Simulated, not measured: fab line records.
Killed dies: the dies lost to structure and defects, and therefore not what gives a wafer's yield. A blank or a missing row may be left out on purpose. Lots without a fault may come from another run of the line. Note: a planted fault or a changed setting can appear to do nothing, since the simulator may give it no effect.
fab line records	flow sky130
record lots=5	wafers=15	lastDay=50
route steps=708 shown CONTACT@421 METAL1@434 VIA1@458 PAD_OPEN@708
lots with no fault: from the same line, run without faults
startH: start of the lot's first displayed wafer, in hours after the record's first day	waitH: hours from the lot's prior step to this one	" identical to the entry in the row above	L1.1+2: a row that stands for several wafers	- value missing, or start not given	* or withheld: withheld	< > ~ a bound
route shown NAME@n: a module of which the file shows steps, and the number in the route of the first	usual: mean/standard deviation of fault-free wafers	same: alike in all rows	chamber/n: place in a boat	sites: each site's reading	_std_site: how widely they spread, as a standard deviation	_edge_site: inner sites' mean taken away from outer sites' mean	radiusMm: for every site, how far away it sits from the centre of the wafer	mask NAME#n: copy n	behind: the tool/chamber that last shaped the wafer	hold: cause of the lot's hold/its duration in hours/its outcome	device: the n, p or np transistor that did not switch	end of line: tests run on the same wafers once the route is complete	a step given without rows: its recipe and nothing more	killed: count of dies lost to structure and defects at first sort (not the wafer's yield)	map: a wafer's dies, x killed, . not, _ none there
set.NAME: the run value of the setting; set.NAME@STEP: its run value at that earlier step	model.NAME: the simulator's own value behind a step, which no gauge read
lots seen at some steps along the route; tables by step, rows by wafer
services: when a tool's chamber went out of use (startH, in hours from the record's first day, below 0 if earlier), for how many hours, and the reason
## steps
# step SKY_CONTACT_OVL_MEAS_15
# usual CONTACT_OVL=-1/5.1
lot.wafer	tool	chamber	startH	waitH	CONTACT_OVL[nm]
L551.2	overlay-01	-	749.53	0.1	-1
L551.4	"	-	"	"	-8
L551.6	"	-	"	"	-8
L554.1	overlay-01	-	771.01	0.1	7
L554.4	"	-	"	"	6
L554.6	"	-	"	"	1
L557.1	overlay-02	-	796.18	0.1	0
L557.4	"	-	"	"	3
L557.5	"	-	"	"	-6
L572.4	overlay-01	-	902.30	0.1	1
L572.5	"	-	"	"	2
L572.6	"	-	"	"	3
L573.2	overlay-01	-	909.57	0.1	-5
L573.3	"	-	"	"	-5
L573.5	"	-	"	"	-2
# step SKY_CONTACT_ETCH_16
# recipe chemistry=N2/H2	target=BARC	ionEnergyEv=200	sourceW=500	biasW=100	pressureMtorr=30	n2FlowSccm=100	h2FlowSccm=200	stopOn=SiO2	timeS=45.9	targetDepthA=600
# usual drypumpMotorCurrentA=5.7/0.38	oesProductAu=0.854/0.0047	throttleValvePct=13.225/0.0089
lot.wafer	tool	chamber	startH	waitH	drypumpMotorCurrentA	oesProductAu	rfHoursCounterH	throttleValvePct
L551.2	rieDiel-02	3	749.56	0.0	5.9	0.856	14	13.215
L551.4	"	1	"	"	5.7	0.847	1	13.230
L551.6	"	2	"	"	5.2	0.852	-	13.235
L554.1	rieDiel-02	2	771.05	0.0	5.2	0.860	32	13.227
L554.4	"	3	"	"	5.9	0.854	14	13.216
L554.6	"	2	"	"	5.2	0.845	-	13.230
L557.1	rieDiel-02	3	796.21	0.0	6.0	0.858	15	13.218
L557.4	"	2	"	"	5.2	0.856	33	13.232
L557.5	"	2	"	"	5.2	0.851	-	13.224
L572.4	rieDiel-03	0	902.31	0.0	5.9	0.865	13	13.234
L572.5	"	2	"	"	5.6	0.852	-	13.234
L572.6	"	3	"	"	6.5	0.861	-	13.218
L573.2	rieDiel-03	0	909.60	0.0	5.9	0.865	13	13.235
L573.3	"	2	"	"	5.6	0.864	13	13.228
L573.5	"	2	"	"	5.6	0.858	-	13.240
# step SKY_CONTACT_ETCH_17
# recipe target=SiO2	chemistry=C4F8/O2/Ar	stopOn=Si3N4	maskMaterial=KrF-thick	sourceW=1500	biasW=1200	pressureMtorr=40	c4f8FlowSccm=withheld	O2_flow_sccm=6	Ar_flow_sccm=300	timeS=withheld	targetDepthA=3400
# usual oesProductAu=0.891/0.0046
lot.wafer	tool	chamber	startH	waitH	oesProductAu
L551.2	rieDiel-02	3	749.60	0.0	0.891
L551.4	"	1	"	"	0.907
L551.6	"	2	"	"	0.894
L554.1	rieDiel-02	2	771.09	0.0	0.888
L554.4	"	3	"	"	0.891
L554.6	"	2	"	"	0.895
L557.1	rieDiel-02	3	796.25	0.0	0.888
L557.4	"	2	"	"	0.887
L557.5	"	2	"	"	0.893
L572.4	rieDiel-03	0	902.36	0.0	0.895
L572.5	"	2	"	"	0.886
L572.6	"	3	"	"	0.889
L573.2	rieDiel-03	0	909.65	0.0	0.886
L573.3	"	2	"	"	0.896
L573.5	"	2	"	"	0.888
# step SKY_CONTACT_ETCH_18
# recipe target=Si3N4	chemistry=CHF3/O2	stopOn=TiN	sourceW=600	biasW=200	pressureMtorr=40	chf3FlowSccm=50	O2_flow_sccm=5	timeS=39	targetDepthA=750
# step SKY_CONTACT_STRIP_19
# recipe chemistry=O2/N2	powerW=1400	pressureMtorr=1500	platenTempC=withheld	o2FlowSccm=3000	n2FlowSccm=300	overashFraction=0.5
# usual drypumpMotorCurrentA=5.46/0.21	oesProductAu=0.381/0.0048	stripTimeToEndpointS=3.63/0.044
lot.wafer	tool	chamber	startH	waitH	drypumpMotorCurrentA	oesProductAu	rfHoursCounterH	stripTimeToEndpointS
L551.2	plasmaAsher-03	0	749.69	-	5.27	0.382	32	3.72
L551.4	"	1	"	"	5.66	0.383	-	3.67
L551.6	"	0	"	"	5.28	0.389	-	3.59
L554.1	plasmaAsher-01	1	771.18	-	5.44	0.379	67	3.58
L554.4	"	0	"	"	5.53	0.385	-	3.69
L554.6	"	1	"	"	5.45	0.383	-	3.58
L557.1	plasmaAsher-04	0	796.34	-	5.13	0.389	91	3.66
L557.4	"	1	"	"	5.67	0.382	-	3.61
L557.5	"	1	"	"	5.66	0.377	-	3.60
L572.4	plasmaAsher-04	0	902.48	-	5.14	0.387	-	3.63
L572.5	"	0	"	"	5.12	0.374	-	3.61
L572.6	"	1	"	"	5.69	0.384	-	3.65
L573.2	plasmaAsher-04	0	909.74	-	5.12	0.387	102	3.67
L573.3	"	0	"	"	5.14	0.381	-	3.66
L573.5	"	0	"	"	5.10	0.385	-	3.65
# step SKY_CONTACT_STRIP_20
# recipe chemistry=postEtchResidueRemover	timeS=1200	tempC=72.5
# step SKY_CONTACT_CLEAN_21
# recipe chemistry=IPA	timeS=180	tempC=25
# step SKY_CONTACT_CLEAN_22
# recipe chemistry=O3/DIW	dry=n2Spin
# step SKY_CONTACT_SPUTTER_23
# recipe material=TiN	targetThkNm=20	chamberPressurePa=5	powerW=4000	timeS=80
# step SKY_CONTACT_CVD_24
# recipe material=W	targetThkNm=340	timeS=102.12	tempC=400	pressureTorr=40
# step SKY_CONTACT_RS_MEAS_25
# recipe thkMeasGauge=four-point-probe	reads=W_of_CONTACT_CVD_24+TiN_of_CONTACT_SPUTTER_23
# usual CONTACT_W_RS=0.337/0.0045
lot.wafer	tool	chamber	startH	waitH	CONTACT_W_RS[ohm/sq]
L551.2	filmMetro-01	-	750.48	0.1	0.339
L551.4	"	-	"	"	0.343
L551.6	"	-	"	"	0.339
L554.1	filmMetro-03	-	771.97	0.1	0.336
L554.4	"	-	"	"	0.334
L554.6	"	-	"	"	0.333
L557.1	filmMetro-01	-	797.14	0.1	0.335
L557.4	"	-	"	"	0.337
L557.5	"	-	"	"	0.333
L572.4	filmMetro-01	-	903.27	0.1	0.330
L572.5	"	-	"	"	0.337
L572.6	"	-	"	"	0.331
L573.2	filmMetro-01	-	910.54	0.1	0.339
L573.3	"	-	"	"	0.337
L573.5	"	-	"	"	0.337
# step SKY_CONTACT_THK_MEAS_26
# recipe thkMeasGauge=xrf	reads=W_of_CONTACT_CVD_24
# usual CONTACT_W_THK=338/5.2
lot.wafer	tool	chamber	startH	waitH	CONTACT_W_THK[nm]
L551.2	filmMetro-01	-	750.59	0.1	337
L551.4	"	-	"	"	333
L551.6	"	-	"	"	335
L554.1	filmMetro-03	-	772.09	0.1	336
L554.4	"	-	"	"	338
L554.6	"	-	"	"	343
L557.1	filmMetro-01	-	797.26	0.1	341
L557.4	"	-	"	"	342
L557.5	"	-	"	"	342
L572.4	filmMetro-01	-	903.36	0.1	347
L572.5	"	-	"	"	340
L572.6	"	-	"	"	347
L573.2	filmMetro-01	-	910.65	0.1	339
L573.3	"	-	"	"	342
L573.5	"	-	"	"	341
# step SKY_CONTACT_CMP_27
# recipe stopOn=SiO2	tOverpolishS=15	downForcePsi=3.5	platenRpm=60	targetThkNm=0	padVelocityMS=0.94248
# usual motorCurrentA=11.7/1.1	overpolishRunS=14.999/0.0085	retainingRingPressureFrac=1.000/0.0051	timeToEndpointS=80/4.6
lot.wafer	tool	chamber	startH	waitH	motorCurrentA	overpolishRunS	retainingRingPressureFrac	timeToEndpointS
L551.4	cmp-02	3	750.64	0.0	10.3	15.007	1.001	73
L551.2	"	2	"	"	11.5	14.996	1.005	76
L551.6	"	3	"	"	10.0	15.002	1.001	73
L554.4	cmp-01	1	772.20	0.1	11.6	15.003	0.985	79
L554.1	"	2	"	"	11.4	15.010	1.002	84
L554.6	"	1	"	"	12.6	15.000	0.987	78
L557.4	cmp-02	3	797.32	0.0	10.2	14.981	0.993	76
L557.1	"	2	"	"	11.4	14.992	1.002	76
L557.5	"	0	"	"	13.8	14.992	1.009	86
L572.4	cmp-02	0	903.44	0.1	13.8	14.996	0.998	85
L572.5	"	3	"	"	10.0	14.990	1.001	74
L572.6	"	0	"	"	13.6	14.994	0.998	88
L573.3	cmp-01	2	910.70	0.0	11.4	14.987	0.992	84
L573.2	"	1	"	"	11.8	15.002	1.002	74
L573.5	"	3	"	"	11.7	14.994	0.999	78
# step SKY_METAL1_SPUTTER_00
# recipe material=Ti	targetThkNm=15	powerW=3000	timeS=10	chamberPressurePa=0.4
# step SKY_METAL1_SPUTTER_01
# recipe material=TiN	targetThkNm=20	powerW=6500	timeS=16.7	chamberPressurePa=0.4
# step SKY_METAL1_SPUTTER_02
# recipe material=AlCu	targetThkNm=250	powerW=10600	timeS=13.3	chamberPressurePa=0.4
# step SKY_METAL1_SPUTTER_03
# recipe material=Ti	targetThkNm=5	powerW=3000	timeS=3.3	chamberPressurePa=0.4
# step SKY_METAL1_SPUTTER_04
# recipe material=TiN	targetThkNm=70	powerW=6500	timeS=58.3	chamberPressurePa=0.4
# usual chamberPressurePa=0.4000/0.00072	throttleValvePct=30.0/1.3
lot.wafer	tool	chamber	startH	waitH	chamberPressurePa	throttleValvePct
L551.2	pvdSputter-01	-	751.03	0.0	0.3999	31.3
L551.4	"	-	"	"	0.4002	29.0
L551.6	"	-	"	"	0.3996	31.5
L554.1	pvdSputter-04	-	772.54	0.0	0.4007	29.0
L554.4	"	-	"	"	0.3998	30.3
L554.6	"	-	"	"	0.4003	30.6
L557.1	pvdSputter-04	-	797.71	0.0	0.3999	30.8
L557.4	"	-	"	"	0.3997	28.8
L557.5	"	-	"	"	0.4004	28.8
L572.4	pvdSputter-01	-	903.78	0.0	0.4008	31.4
L572.5	"	-	"	"	0.3996	29.4
L572.6	"	-	"	"	0.4004	32.1
L573.2	pvdSputter-03	-	911.09	0.0	0.4005	29.2
L573.3	"	-	"	"	0.4004	29.9
L573.5	"	-	"	"	0.3995	28.6
# step SKY_METAL1_RS_MEAS_05
# recipe thkMeasGauge=four-point-probe	reads=TiN_of_METAL1_SPUTTER_04+Ti_of_METAL1_SPUTTER_03+AlCu_of_METAL1_SPUTTER_02+TiN_of_METAL1_SPUTTER_01+Ti_of_METAL1_SPUTTER_00
# usual METAL1_ALCU_RS=0.1266/0.0018
lot.wafer	tool	chamber	startH	waitH	METAL1_ALCU_RS[ohm/sq]
L551.2	filmMetro-01	-	751.10	0.0	0.1274
L551.4	"	-	"	"	0.1269
L551.6	"	-	"	"	0.1273
L554.1	filmMetro-01	-	772.59	0.0	0.1311
L554.4	"	-	"	"	0.1300
L554.6	"	-	"	"	0.1280
L557.1	filmMetro-03	-	797.76	0.0	0.1248
L557.4	"	-	"	"	0.1276
L557.5	"	-	"	"	0.1289
L572.4	filmMetro-01	-	903.89	0.1	0.1255
L572.5	"	-	"	"	0.1253
L572.6	"	-	"	"	0.1254
L573.2	filmMetro-03	-	911.16	0.0	0.1243
L573.3	"	-	"	"	0.1247
L573.5	"	-	"	"	0.1278
# step SKY_METAL1_THK_MEAS_06
# recipe thkMeasGauge=xrf	reads=AlCu_of_METAL1_SPUTTER_02
# usual METAL1_ALCU_THK=252/3.9
lot.wafer	tool	chamber	startH	waitH	METAL1_ALCU_THK[nm]
L551.2	filmMetro-01	-	751.21	0.1	248
L551.4	"	-	"	"	248
L551.6	"	-	"	"	248
L554.1	filmMetro-01	-	772.71	0.1	244
L554.4	"	-	"	"	244
L554.6	"	-	"	"	249
L557.1	filmMetro-03	-	797.88	0.1	256
L557.4	"	-	"	"	250
L557.5	"	-	"	"	249
L572.4	filmMetro-01	-	903.98	0.1	247
L572.5	"	-	"	"	250
L572.6	"	-	"	"	248
L573.2	filmMetro-03	-	911.27	0.1	257
L573.3	"	-	"	"	257
L573.5	"	-	"	"	250
# step SKY_METAL1_DEHYDRATE_07
# recipe tempC=200	timeS=60
# step SKY_METAL1_HMDS_08
# recipe primeTimeS=60	primeTempC=120
# step SKY_METAL1_COAT_09
# recipe resist=BARC	tempC=withheld	timeS=withheld	spinRpm=3000	resistThkNm=60
# step SKY_METAL1_COAT_10
# recipe resist=KrF-thick	spinRpm=3000	resistThkNm=450
# step SKY_METAL1_SOFTBAKE_11
# recipe tempC=100	timeS=90	resist=KrF-thick
# step SKY_METAL1_EXPOSE_12
# recipe maskId=MM1	na=0.8	sourceShape=annular	sigmaInner=0.55	sigmaOuter=0.85	targetCdNm=140	doseMj=28
# step SKY_METAL1_PEB_13
# recipe pebTempC=withheld	pebTimeS=withheld	resist=KrF-thick
# step SKY_METAL1_DEVELOP_14
# recipe developTimeS=60	resist=KrF-thick	devTempC=21
# step SKY_METAL1_CD_MEAS_15
# recipe targetCdNm=140
# usual cdNm=139.7/1.5
lot.wafer	tool	chamber	startH	waitH	cdNm
L551.2	cdSem-01	-	778.11	-	140.6
L551.4	"	-	"	"	139.6
L551.6	"	-	"	"	140.3
L554.1	cdSem-02	-	799.25	-	140.7
L554.4	"	-	"	"	143.1
L554.6	"	-	"	"	142.2
L557.1	cdSem-01	-	824.14	-	139.9
L557.4	"	-	"	"	139.2
L557.5	"	-	"	"	139.5
L572.4	cdSem-01	-	928.70	-	139.4
L572.5	"	-	"	"	138.6
L572.6	"	-	"	"	138.7
L573.2	cdSem-02	-	936.36	-	139.5
L573.3	"	-	"	"	139.5
L573.5	"	-	"	"	139.3
# step SKY_METAL1_OVL_MEAS_16
# usual METAL1_OVL=6/5.3
lot.wafer	tool	chamber	startH	waitH	METAL1_OVL[nm]
L551.2	overlay-02	-	778.22	0.1	-1
L551.4	"	-	"	"	-2
L551.6	"	-	"	"	-4
L554.1	overlay-02	-	799.37	0.1	6
L554.4	"	-	"	"	8
L554.6	"	-	"	"	6
L557.1	overlay-02	-	824.26	0.1	-4
L557.4	"	-	"	"	-4
L557.5	"	-	"	"	-1
L572.4	overlay-02	-	928.78	0.1	16
L572.5	"	-	"	"	18
L572.6	"	-	"	"	15
L573.2	overlay-01	-	936.47	0.1	6
L573.3	"	-	"	"	11
L573.5	"	-	"	"	9
# step SKY_METAL1_DESCUM_17
# recipe chemistry=O2	sourcePowerW=150	biasPowerW=0	pressureMtorr=10	tempC=40	timeS=8
# step SKY_METAL1_ETCH_18
# recipe chemistry=N2/H2	target=BARC	ionEnergyEv=200	biasW=100	pressureMtorr=30	n2FlowSccm=100	h2FlowSccm=200	icpW=500	stopOn=SiO2	timeS=45.9	targetDepthA=600
# usual drypumpMotorCurrentA=5.8/0.46	oesProductAu=0.855/0.0051	throttleValvePct=13.225/0.009
lot.wafer	tool	chamber	startH	waitH	drypumpMotorCurrentA	oesProductAu	rfHoursCounterH	throttleValvePct
L551.2	rieMetal-02	1	778.28	0.0	5.8	0.861	10	13.229
L551.4	"	0	"	"	5.3	0.850	-	13.230
L551.6	"	1	"	"	5.9	0.860	-	13.214
L554.1	rieMetal-03	0	799.43	0.0	5.7	0.852	3	13.224
L554.4	"	1	"	"	6.6	0.856	-	13.212
L554.6	"	0	"	"	5.6	0.863	-	13.219
L557.1	rieMetal-02	1	824.33	0.0	5.8	0.854	12	13.226
L557.4	"	1	"	"	5.9	0.852	-	13.237
L557.5	"	1	"	"	5.8	0.859	-	13.225
L572.4	rieMetal-03	0	928.93	0.1	5.7	0.855	-	13.229
L572.5	"	0	"	"	5.6	0.849	-	13.225
L572.6	"	0	"	"	5.6	0.847	-	13.234
L573.2	rieMetal-04	1	936.53	0.0	5.8	0.855	13	13.210
L573.3	"	0	"	"	5.1	0.849	-	13.233
L573.5	"	0	"	"	5.1	0.855	-	13.230
# step SKY_METAL1_METAL_ETCH_19
# recipe targetDepthA=3600	stopOn=SiO2	overEtchFrac=0.3	timeS=78	chemistry=Cl2/BCl3	resistSidewallDeg=88	pressureMtorr=10	icpW=900	biasW=48.5	Cl2_flow_sccm=60	bcl3FlowSccm=30
# step SKY_METAL1_STRIP_20
# recipe chemistry=O2/N2	powerW=1400	pressureMtorr=1500	platenTempC=withheld	o2FlowSccm=3000	n2FlowSccm=300	overashFraction=0.5
# step SKY_METAL1_STRIP_21
# recipe chemistry=postEtchResidueRemover	timeS=1200	tempC=72.5
# step SKY_METAL1_CLEAN_22
# recipe chemistry=IPA	timeS=180	tempC=25
# step SKY_METAL1_CLEAN_23
# recipe chemistry=O3/DIW	dry=n2Spin
# step SKY_VIA1_HDPCVD_00
# recipe material=SiO2	targetThkNm=1030	sigmaOpenFrac=0.3	timeS=171.7	tempC=400	sih4FlowSccm=60	pressureMtorr=6
# step SKY_VIA1_THK_MEAS_01
# recipe reads=SiO2_of_VIA1_HDPCVD_00
# usual VIA1_HDPCVD_THK=1035/14
lot.wafer	tool	chamber	startH	waitH	VIA1_HDPCVD_THK[nm]
L551.2	filmMetro-03	-	779.19	0.1	1029
L551.4	"	-	"	"	1025
L551.6	"	-	"	"	1038
L554.1	filmMetro-03	-	800.29	0.1	1023
L554.4	"	-	"	"	1028
L554.6	"	-	"	"	1033
L557.1	filmMetro-04	-	825.65	0.1	1059
L557.4	"	-	"	"	1040
L557.5	"	-	"	"	1057
L572.4	filmMetro-04	-	929.93	0.0	1060
L572.5	"	-	"	"	1033
L572.6	"	-	"	"	1039
L573.2	filmMetro-02	-	937.40	0.1	1047
L573.3	"	-	"	"	1022
L573.5	"	-	"	"	1024
# step SKY_VIA1_CMP_02
# recipe material=SiO2	downForcePsi=4	platenRpm=60	padVelocityMS=0.94248
# step SKY_VIA1_BOW_MEAS_03
# recipe mode=bow
# usual VIA1_BOW=79/6.8
lot.wafer	tool	chamber	startH	waitH	VIA1_BOW[um]
L551.2	filmMetro-04	-	779.56	0.2	76
L551.4	"	-	"	"	81
L551.6	"	-	"	"	78
L554.1	filmMetro-03	-	800.65	0.2	78
L554.4	"	-	"	"	75
L554.6	"	-	"	"	76
L557.1	filmMetro-04	-	826.01	0.1	81
L557.4	"	-	"	"	82
L557.5	"	-	"	"	78
L572.4	filmMetro-04	-	930.32	0.2	88
L572.5	"	-	"	"	72
L572.6	"	-	"	"	73
L573.2	filmMetro-02	-	937.77	0.1	87
L573.3	"	-	"	"	86
L573.5	"	-	"	"	83
# step SKY_VIA1_DEHYDRATE_04
# recipe tempC=200	timeS=60
# step SKY_PAD_OPEN_PROBE_99
# usual killed_at_M0_to_M3=45/6.9	killed_at_M4_up=3.1/1.7	killedAtContacts=24/5.7	killedAtFrontEnd=15/4.6	killedAtOther=0.3/0.57	killedDies=87/10	killedOnRim=17/3.9	killedOpen=48/7.4	killedShort=39/6.7
# same grossDies=492	killedAtBackSide=0
lot.wafer	tool	chamber	startH	waitH	hold	killed_at_M0_to_M3	killed_at_M4_up	killedAtContacts	killedAtFrontEnd	killedAtOther	killedDies	killedOnRim	killedOpen	killedShort
L551.2	prober-01	-	1088.63	0.1	-	55	5	29	11	0	100	22	55	45
L551.4	prober-01	-	1088.73	0.2	-	52	3	35	18	0	108	17	54	54
L551.6	prober-01	-	1088.83	0.2	-	62	3	34	23	0	122	27	65	57
L554.1	prober-02	-	1108.96	0.1	-	37	3	22	12	0	74	17	36	38
L554.4	prober-02	-	1109.11	0.2	-	44	2	40	17	0	103	14	49	54
L554.6	prober-02	-	1109.21	0.2	-	36	3	24	15	0	78	21	36	42
L557.1	prober-02	-	1120.71	0.1	awaitDispo/3.4h/release	31	2	107	24	0	164	29	31	43
L557.4	prober-02	-	1120.86	0.2	awaitDispo/3.4h/release	42	2	14	19	0	77	16	47	30
L557.5	prober-02	-	1120.91	0.2	awaitDispo/3.4h/release	45	3	26	24	0	98	17	53	45
L572.4	prober-01	-	1197.72	0.2	-	36	3	26	10	0	75	13	35	40
L572.5	prober-01	-	1197.77	0.2	-	43	4	28	6	0	81	20	45	36
L572.6	prober-01	-	1197.82	0.2	-	54	5	19	22	0	100	10	58	42
L573.2	prober-02	-	1201.81	0.1	-	53	1	22	23	0	99	20	53	46
L573.3	prober-02	-	1201.86	0.2	-	42	1	31	12	0	86	22	58	28
L573.5	prober-02	-	1201.96	0.2	-	47	1	21	7	1	77	18	45	32
# killed by level:class
L551.2 VIA1:geometricParticle:open=9 CONTACT:geometricParticle:open=8 LI_CONTACT:geometricParticle:open=8 METAL1:geometricParticle:short=8 VIA2:geometricParticle:open=8 LOCAL_INTERCONNECT:geometricParticle:short=7 METAL2:geometricParticle:open=6 VIA3:geometricParticle:open=6
L551.4 CONTACT:geometricParticle:open=13 VIA1:geometricParticle:open=10 LI_CONTACT:geometricParticle:open=9 VIA3:geometricParticle:open=9 VIA2:geometricParticle:short=7 CONTACT:geometricParticle:short=7 METAL1:geometricParticle:short=7 VIA1:geometricParticle:short=6
L551.6 VIA3:geometricParticle:open=12 VIA1:geometricParticle:open=12 VIA2:geometricParticle:open=10 METAL1:geometricParticle:short=10 FIELD_ISO:geometricParticle:open=9 CONTACT:geometricParticle:open=9 CONTACT:geometricParticle:short=9 LI_CONTACT:geometricParticle:open=6
L554.1 CONTACT:geometricParticle:open=9 LI_CONTACT:geometricParticle:open=8 VIA1:geometricParticle:open=7 METAL2:geometricParticle:short=6 METAL3:geometricParticle:short=5 FIELD_ISO:geometricParticle:short=4 LI_CONTACT:geometricParticle:short=4 VIA2:geometricParticle:short=4
L554.4 LI_CONTACT:geometricParticle:open=9 CONTACT:geometricParticle:open=9 LOCAL_INTERCONNECT:geometricParticle:short=8 METAL2:geometricParticle:short=7 VIA1:geometricParticle:open=7 LI_CONTACT:geometricParticle:short=6 CONTACT:geometricParticle:short=6 METAL1:geometricParticle:short=6
L554.6 CONTACT:geometricParticle:short=9 VIA1:geometricParticle:open=7 FIELD_ISO:geometricParticle:short=6 LI_CONTACT:geometricParticle:open=6 VIA1:geometricParticle:short=6 METAL2:geometricParticle:short=6 FIELD_ISO:geometricParticle:open=5 CONTACT:geometricParticle:open=4
L557.1 CONTACT:unspecified=90 POLY_GATE:geometricParticle:open=8 FIELD_ISO:geometricParticle:short=7 METAL2:geometricParticle:short=6 LI_CONTACT:geometricParticle:open=5 CONTACT:geometricParticle:open=5 METAL1:geometricParticle:short=5 VIA3:geometricParticle:short=5
L557.4 VIA1:geometricParticle:open=11 VIA3:geometricParticle:open=9 FIELD_ISO:geometricParticle:open=7 VIA2:geometricParticle:open=7 LOCAL_INTERCONNECT:geometricParticle:short=7 POLY_GATE:geometricParticle:open=4 FIELD_ISO:geometricParticle:short=3 CONTACT:geometricParticle:open=3
L557.5 VIA1:geometricParticle:open=10 CONTACT:geometricParticle:open=9 VIA3:geometricParticle:open=8 METAL1:geometricParticle:short=8 POLY_GATE:geometricParticle:open=7 VIA1:geometricParticle:short=7 CONTACT:geometricParticle:short=6 VIA2:geometricParticle:open=5
L572.4 CONTACT:geometricParticle:open=8 LI_CONTACT:geometricParticle:open=6 CONTACT:geometricParticle:short=6 VIA1:geometricParticle:short=6 VIA2:geometricParticle:open=6 FIELD_ISO:geometricParticle:short=5 METAL2:geometricParticle:short=5 LI_CONTACT:geometricParticle:short=4
L572.5 VIA3:geometricParticle:open=10 VIA1:geometricParticle:open=9 CONTACT:geometricParticle:open=8 METAL2:geometricParticle:short=7 LI_CONTACT:geometricParticle:open=6 CONTACT:geometricParticle:short=6 LI_CONTACT:geometricParticle:short=5 FIELD_ISO:geometricParticle:open=4
L572.6 VIA1:geometricParticle:open=11 VIA3:geometricParticle:open=10 POLY_GATE:geometricParticle:open=9 METAL2:geometricParticle:short=8 VIA2:geometricParticle:open=7 CONTACT:geometricParticle:open=6 VIA2:geometricParticle:short=6 LOCAL_INTERCONNECT:geometricParticle:short=5
L573.2 CONTACT:geometricParticle:open=12 METAL1:geometricParticle:short=11 VIA3:geometricParticle:open=9 VIA1:geometricParticle:open=8 VIA2:geometricParticle:open=7 FIELD_ISO:geometricParticle:short=6 FIELD_ISO:geometricParticle:open=6 VIA1:geometricParticle:short=4
L573.3 VIA1:geometricParticle:open=14 LI_CONTACT:geometricParticle:open=11 CONTACT:geometricParticle:open=10 FIELD_ISO:geometricParticle:open=6 VIA2:geometricParticle:open=6 VIA1:geometricParticle:short=6 VIA3:geometricParticle:open=6 CONTACT:geometricParticle:short=5
L573.5 VIA1:geometricParticle:open=15 LI_CONTACT:geometricParticle:open=7 VIA2:geometricParticle:open=6 CONTACT:geometricParticle:open=5 LI_CONTACT:geometricParticle:short=5 METAL2:geometricParticle:short=5 VIA3:geometricParticle:open=4 CONTACT:geometricParticle:short=3
# map L557.1 (x killed, . not)
__________..x......x_________
________...xxxxx..x..._______
______..x....xx.....x.x._____
_____xx.......x.x..x..x..____
____.....xx.....x....xx..x___
___......x.x.x..x...x.xx..x__
__x..xx..x....xxx..x...x...x_
_.........x...xx....x........
_.x....x..xxx....xx..xx.x..x.
_.xx.x.xx..xxx....x.....x..x.
_...x....xx.....xx.....xx.x.x
_....xx.x.xx..x.xxx.x.x.....x
_.x......x.........x..xxx..x.
_x....xx.x...xxx..x..x...xxx.
_.x.....xx...x.........x....x
__x..xx.xx...xxx....xx.x.x.x_
___.....xxx.....x...x......__
____xxxxx.................___
_____..x..x.x.x..xx.xx...____
______x.x..xx.xxxx.x...x_____
________.xx..x........_______
__________x.x.xxx..._________
# map L551.6 (x killed, . not)
__________...x......_________
________..x......xx..x_______
______.x...x....xx......_____
_____xx.......xx.xx.xx..x____
____......x.x........xxxxx___
___.x..x.x........x..x.x.x.__
__..x......x.xx..x...x.x...._
_..x..........x....x....x..xx
_x.xx..xx...........x.....x.x
_..x.x...x..x.....x.....x....
_....x..x.....x.......xx.....
_......x...x..x........x..x..
_...x.xx.........x.x..x....x.
_.....xx......x.xx....xx....x
_...x..xx.....x.........xx...
__x........x.x.xx..x......x._
___.x...........x.......xx.__
____.x.x..x..x..x..xx..x..___
_____....x...x.........x.____
______.x...x.......x...._____
________.......xxx.x.._______
__________.xx.x....._________
## services
tool	chamber	startH	hours	kind
rieDiel-03	-	733.81	1.4	repair
cmp-02	-	735.17	1.9	repair
cmp-01	-	736.00	1.0	repair
cmp-01	-	744.33	4.0	pm
cmp-01	-	748.33	7.8	pm
rieDiel-03	3	754.68	15.1	repair
rieMetal-02	-	759.52	2.8	pm
plasmaAsher-04	-	761.56	10.7	repair
plasmaAsher-04	-	806.85	2.8	pm
rieDiel-03	2	809.57	9.7	repair
rieMetal-03	-	810.01	1.4	pm
rieDiel-03	1	812.28	15.3	repair
rieDiel-02	2	830.67	4.1	repair
rieDiel-03	-	834.61	1.2	repair
cmp-02	-	839.33	0.5	repair
plasmaAsher-04	-	843.59	2.9	repair
rieDiel-02	1	845.75	3.2	repair
rieDiel-03	0	866.18	6.6	repair
cmp-02	-	866.45	0.8	repair
cmp-02	-	870.16	0.2	repair
plasmaAsher-04	-	890.12	5.9	repair
cmp-02	-	891.69	0.5	repair
cmp-02	-	912.00	4.0	pm
rieDiel-02	1	929.42	10.0	repair
## key
firstSign step=SKY_PAD_OPEN_PROBE_99	reading=killedAtContacts	direction=up	sigmas=14	usual=24	struck=107
effect step=SKY_PAD_OPEN_PROBE_99	reading=killedDies	direction=up	sigmas=7.6	usual=87	struck=164
metAt SKY_CONTACT_CMP_27
struckWafers L557.1
testerLeftOut L557
onsetBetween 750.64 797.32
fault kind=chamberParticleSource	tool=cmp-02	chamber=2	onsetH=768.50	steps=SKY_CONTACT_CMP_27	ratePerVisitCm2=0.44779	endH=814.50
# testerLeftOut: of these lots the tester's yield and bins aren't shown, on N5 and GAA mostly nor the transistor test; their killed dies are dies lost to structure and defects alone, not to doping, threshold or leakage, so they don't give the yield
